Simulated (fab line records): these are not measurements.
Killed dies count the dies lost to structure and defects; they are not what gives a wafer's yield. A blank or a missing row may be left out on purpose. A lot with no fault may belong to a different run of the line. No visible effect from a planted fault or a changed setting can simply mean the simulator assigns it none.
Which tool is to blame? | flow sky130 | at 1 step of a route of 708, 12 lots with 36 wafers sampled

WHAT EACH GAUGE READ, for each wafer
SKY_VIA2_CD_MEAS_12 targets a cd of 200 nm.
lot  | measured     | on        | cd_nm (nm)
L450 | day 36 08:50 | cd_sem-02 | 199.5 200.4 200.5
L452 | day 36 19:40 | cd_sem-01 | 200.3 199.9 200.8
L454 | day 38 07:55 | cd_sem-01 | 200.1 199.4 201.1
L456 | day 38 13:48 | cd_sem-01 | 199.9 200.3 199.2
L457 | day 38 23:47 | cd_sem-02 | 201.6 200.5 200.4
L459 | day 39 16:58 | cd_sem-01 | 201.7 200.2 199.8
L462 | day 40 14:08 | cd_sem-01 | 198.4 196.3 198.7
L466 | day 41 04:41 | cd_sem-01 | 200.3 200.5 199.9
L467 | day 41 14:47 | cd_sem-01 | 202.4 202.8 201.0
L468 | day 41 18:40 | cd_sem-01 | 202.5 201.8 203.1
L471 | day 42 18:41 | cd_sem-01 | 198.6 199.6 199.4
L472 | day 43 01:00 | cd_sem-01 | 199.7 199.9 198.9

EACH LOT AND THE TOOL THAT RAN IT (in order: tool; ch and the chambers of the sampled wafers; start)
There is no process step in the record ahead of these readings.

WHAT THE TOOLS THEMSELVES READ (means of the sampled wafers that have a number; where no wafer has one, the mark that the record gives instead)
The record holds no such reading with a usual standard deviation.

THE ANSWER, worked out from the rows above alone
Rule: what is usual is taken from the lots themselves. Put in order of their means at a reading, lots are off if they are a third of the lots or fewer, leave a main group of 4 or more, and stand apart from it by a gap of 3 or more times the standard deviation of the main group's means; of several such gaps the widest counts. Not used: any main group whose means are identical at the precision the tables above print for the reading. Also off: a lot with no number at a reading for which 4 or more lots have one. All remaining lots with rows at the step are treated as sound. Order of review: gauges by route order, followed by the tools' own readings, for which a lot's mean as printed above is used. At the first step where some lot is off, the reading lying furthest off is the one used; lots without a number count as furthest.
Across all readings shown, no lot is off: no conclusion can be drawn from this.

WHAT HAD BEEN PUT IN BY THE SIMULATOR
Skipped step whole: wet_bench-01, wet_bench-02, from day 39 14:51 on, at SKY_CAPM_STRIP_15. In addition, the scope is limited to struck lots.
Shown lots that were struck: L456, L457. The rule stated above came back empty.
